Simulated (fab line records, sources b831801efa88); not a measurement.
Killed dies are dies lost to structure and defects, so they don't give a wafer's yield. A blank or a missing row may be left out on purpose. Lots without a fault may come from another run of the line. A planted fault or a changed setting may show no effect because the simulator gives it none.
fab line records | flow sfq_line | part 2 of 2: steps 29 to 40 of 40
record lots=5 wafers=15 last_day=79
route steps=325 shown I0@57 M1@58 I1@73 M2@88
lots that met no fault: from a run of the same line without faults
start_h: hours from the record's first day to the start of the lot's first wafer shown | wait_h: hours since the lot's step before | " the same as in the row above | L1.1+2: a row that stands for several wafers | - no value, or no start given | * or withheld: withheld | < > ~ a bound
route shown NAME@n: a module of which the file shows steps, and the number in the route of the first | usual: mean/standard deviation of fault-free wafers | same: alike in all rows | chamber/n: place in a boat | sites: the reading at each site | _std_site: their standard deviation | _edge_site: outer sites' mean less inner sites' | radius_mm: how far each site lies from the wafer's centre | mask NAME#n: copy n | behind: the tool/chamber that last shaped the wafer | hold: why the lot was held/for how many hours/how that ended | device: the transistor (n, p or np) that didn't switch | end of line: the same wafers' tests at the end of the route | a step without rows: its recipe alone | killed: dies lost to structure and defects at the first sort, not the wafer's yield | map: a wafer's dies, x killed, . not, _ none there
set.NAME: the setting as run; set.NAME@STEP: as run at that earlier step | model.NAME: the simulator's own value behind a step, which no gauge read
lots at some steps of the route; a table a step, a row a wafer
services: from which hour (start_h, from the record's first day; less than 0 if before it) a tool's chamber was out of use, for how many hours, and why
## steps
# step SFQ_TRILAYER_I1_VIA_STRIP_STRIP_053
# recipe gas=O2 power_w=200 platen_temp_c=40 overash_fraction=0.65 chemistry=O2 pressure_mtorr=50
# usual drypump_motor_current_A=5.9/0.49 he_backside_leak_sccm=3.3/0.33 oes_product_au=0.994/0.0073
# columns lot.wafer tool chamber start_h wait_h drypump_motor_current_A he_backside_leak_sccm oes_product_au rf_hours_counter_h
L078.1 rie_metal-01 0 547.27 - 5.9 3.3 0.993 154
L078.2 " 1 " " 6.1 2.9 1.004 25
L078.3 " 0 " " 5.9 3.3 0.995 -
L081.2 rie_metal-04 0 583.27 - 6.1 3.0 0.987 7
L081.4 " 0 " " 6.1 3.2 0.994 -
L081.6 " 0 " " 6.1 3.2 0.997 -
L085.1 rie_metal-04 0 625.90 - 6.2 3.2 0.992 12
L085.2 " 1 " " 5.0 3.7 0.997 138
L085.3 " 1 " " 5.0 3.7 1.004 -
L092.1 rie_metal-04 0 831.44 - 6.2 3.2 0.989 45
L092.5 " 0 " " 6.2 3.2 0.987 -
L092.6 " 1 " " 5.1 3.7 0.989 -
L093.1 rie_metal-04 1 837.57 - 5.0 3.5 1.000 9
L093.4 " 0 " " 6.2 3.4 0.999 -
L093.6 " 1 " " 5.1 3.6 1.004 -
# step SFQ_TRILAYER_I1_VIA_STRIP_SOLV_CLEAN_054
# recipe chemistry=NMP temp_c=70 time_s=600
# columns lot.wafer tool chamber start_h wait_h
L078.1+2+3 wet_bench-02 2,1,5 547.87 0.4
L081.2+4+6 wet_bench-03 5,0,7 583.87 0.4
L085.1+2+3 wet_bench-03 1,4,7 626.50 0.4
L092.1+5+6 wet_bench-04 3,2,0 832.04 0.4
L093.1+4+6 wet_bench-02 7,4,3 838.17 0.4
# step SFQ_TRILAYER_M2_DEP_PRE_CLEAN_056
# recipe gas=Ar time_s=22.5 bias_v=250
# columns lot.wafer tool chamber start_h wait_h
L078.1+2+3 pvd_sputter-03 - 548.04 0.0
L081.2+4+6 pvd_sputter-06 - 584.22 0.0
L085.1+2+3 pvd_sputter-03 - 626.85 0.0
L092.1+5+6 pvd_sputter-06 - 832.22 0.0
L093.1+4+6 pvd_sputter-03 - 838.36 0.0
# step SFQ_TRILAYER_M2_DEP_SPUTTER_055
# recipe material=Nb base_pressure_pa=1.33e-06 chamber_pressure_pa=0.1333 substrate_temp_c=20 resputter_cathode_voltage_v=400 target_thk_nm=200 power_w=2000 time_s=133.3
# usual throttle_valve_pct=29.9/1.2
# columns lot.wafer tool chamber start_h wait_h throttle_valve_pct
L078.1 pvd_sputter-03 - 548.07 0.0 29.2
L078.2 " - " " 30.6
L078.3 " - " " 30.6
L081.2 pvd_sputter-06 - 584.25 0.0 28.3
L081.4 " - " " 29.0
L081.6 " - " " 27.8
L085.1 pvd_sputter-03 - 626.88 0.0 31.6
L085.2 " - " " 28.8
L085.3 " - " " 30.4
L092.1 pvd_sputter-06 - 832.25 0.0 28.0
L092.5 " - " " 28.3
L092.6 " - " " 28.8
L093.1 pvd_sputter-03 - 838.39 0.0 30.8
L093.4 " - " " 31.6
L093.6 " - " " 29.0
# step SFQ_M2_RS_MEAS_914
# recipe thk_meas_gauge=four-point-probe reads=Nb_of_TRILAYER_M2_DEP_SPUTTER_055
# usual M2_NB_RS=0.891/0.01
# columns lot.wafer tool chamber start_h wait_h M2_NB_RS[ohm/sq]
L078.1 film_metro-03 - 548.16 0.0 0.869
L078.2 " - " " 0.891
L078.3 " - " " 0.887
L081.2 film_metro-01 - 584.36 0.1 0.901
L081.4 " - " " 0.892
L081.6 " - " " 0.896
L085.1 film_metro-01 - 626.97 0.0 0.891
L085.2 " - " " 0.875
L085.3 " - " " 0.892
L092.1 film_metro-01 - 832.34 0.0 0.892
L092.5 " - " " 0.893
L092.6 " - " " 0.895
L093.1 film_metro-01 - 838.48 0.0 0.908
L093.4 " - " " 0.899
L093.6 " - " " 0.900
# step SFQ_TRILAYER_M2_LITHO_COAT_062
# recipe resist=BARC spin_rpm=3000 resist_thk_nm=62
# usual dispense_pressure_kPa=52/6.7
# columns lot.wafer tool chamber start_h wait_h dispense_pressure_kPa
L078.1 litho_track-01 0 548.34 0.1 58
L078.2 " 0 " " 58
L078.3 " 0 " " 58
L081.2 litho_track-01 0 584.57 0.1 58
L081.4 " 0 " " 58
L081.6 " 0 " " 58
L085.1 litho_track-04 0 627.15 0.1 48
L085.2 " 0 " " 48
L085.3 " 0 " " 48
L092.1 litho_track-03 0 832.52 0.1 43
L092.5 " 0 " " 43
L092.6 " 0 " " 43
L093.1 litho_track-01 0 838.66 0.1 58
L093.4 " 0 " " 58
L093.6 " 0 " " 58
# step SFQ_TRILAYER_M2_LITHO_COAT_057
# recipe resist=KrF spin_rpm=3000 resist_thk_nm=600
# usual dispense_pressure_kPa=52/6.7
# columns lot.wafer tool chamber start_h wait_h dispense_pressure_kPa
L078.1 litho_track-01 0 548.64 0.2 58
L078.2 " 0 " " 58
L078.3 " 0 " " 58
L081.2 litho_track-01 0 584.87 0.2 58
L081.4 " 0 " " 58
L081.6 " 0 " " 58
L085.1 litho_track-04 0 627.45 0.2 48
L085.2 " 0 " " 48
L085.3 " 0 " " 48
L092.1 litho_track-03 0 832.82 0.2 43
L092.5 " 0 " " 43
L092.6 " 0 " " 43
L093.1 litho_track-01 0 838.96 0.2 58
L093.4 " 0 " " 58
L093.6 " 0 " " 58
# step SFQ_TRILAYER_M2_LITHO_SOFTBAKE_061
# recipe temp_c=withheld time_s=withheld resist=KrF
# columns lot.wafer tool chamber start_h wait_h
L078.1+2+3 litho_track-01 0 548.94 0.2
L081.2+4+6 litho_track-01 0 585.14 0.2
L085.1+2+3 litho_track-04 0 627.75 0.2
L092.1+5+6 litho_track-03 0 833.12 0.2
L093.1+4+6 litho_track-01 0 839.26 0.2
# step SFQ_TRILAYER_M2_LITHO_EXPOSE_058
# recipe mask_id=M2 na=0.6 source_shape=conventional sigma_outer=0.65 target_cd_nm=500 dose_mj=14.4
# columns lot.wafer tool chamber start_h wait_h mask
L078.1+2+3 krf_scanner-01 0 559.40 - M2#0
L081.2+4+6 krf_scanner-02 0 730.42 - M2#0
L085.1+2+3 krf_scanner-02 0 779.42 - M2#0
L092.1+5+6 krf_scanner-02 0 833.46 - M2#0
L093.1+4+6 krf_scanner-01 0 841.90 - M2#0
# step SFQ_TRILAYER_M2_LITHO_PEB_060
# recipe peb_temp_c=115 peb_time_s=60 resist=KrF
# columns lot.wafer tool chamber start_h wait_h
L078.1+2+3 litho_track-03 0 560.60 1.0
L081.2+4+6 litho_track-01 0 731.44 0.8
L085.1+2+3 litho_track-01 0 780.62 1.0
L092.1+5+6 litho_track-01 0 834.66 1.0
L093.1+4+6 litho_track-04 0 843.10 1.0
# step SFQ_TRILAYER_M2_LITHO_DEVELOP_059
# recipe time_s=60 resist=KrF
# columns lot.wafer tool chamber start_h wait_h
L078.1+2+3 litho_track-03 0 560.75 0.1
L081.2+4+6 litho_track-01 0 731.59 0.1
L085.1+2+3 litho_track-01 0 780.77 0.1
L092.1+5+6 litho_track-01 0 834.81 0.1
L093.1+4+6 litho_track-04 0 843.25 0.1
# step SFQ_M2_OVL_MEAS_916
# usual M2_OVL=2/5.1
# columns lot.wafer tool chamber start_h wait_h M2_OVL[nm]
L078.1 overlay-01 - 560.90 0.1 2
L078.2 " - " " 10
L078.3 " - " " 3
L081.2 overlay-01 - 731.72 0.1 9
L081.4 " - " " 2
L081.6 " - " " 2
L085.1 overlay-02 - 780.92 0.1 2
L085.2 " - " " 7
L085.3 " - " " 14
L092.1 overlay-02 - 834.96 0.1 -11
L092.5 " - " " -7
L092.6 " - " " -2
L093.1 overlay-02 - 843.40 0.1 3
L093.4 " - " " -3
L093.6 " - " " 1
## services
# columns tool chamber start_h hours kind
rie_metal-02 0 406.78 27.8 repair
krf_scanner-02 - 448.20 0.8 pm
pvd_sputter-06 - 449.31 0.7 repair
krf_scanner-02 - 458.68 1.0 pm
krf_scanner-02 - 459.68 1.3 pm
pvd_sputter-03 - 470.48 2.8 repair
krf_scanner-02 - 476.40 0.2 repair
pvd_sputter-05 - 492.86 1.7 repair
krf_scanner-02 - 497.02 0.8 pm
pvd_sputter-03 - 499.71 9.3 repair
rie_metal-03 - 524.13 0.1 repair
rie_metal-02 - 532.75 2.2 repair
rie_metal-02 - 586.96 0.6 repair
krf_scanner-02 - 588.78 4.4 pm
krf_scanner-02 - 617.78 0.8 pm
krf_scanner-02 - 620.19 4.0 pm
krf_scanner-02 - 627.68 1.0 pm
krf_scanner-02 - 634.80 1.3 pm
krf_scanner-02 - 686.43 3.6 pm
rie_metal-02 1 717.69 7.4 repair
rie_metal-02 - 775.70 2.8 pm
krf_scanner-02 - 785.42 0.8 pm
krf_scanner-02 - 796.97 1.0 pm
krf_scanner-02 - 811.95 1.3 pm
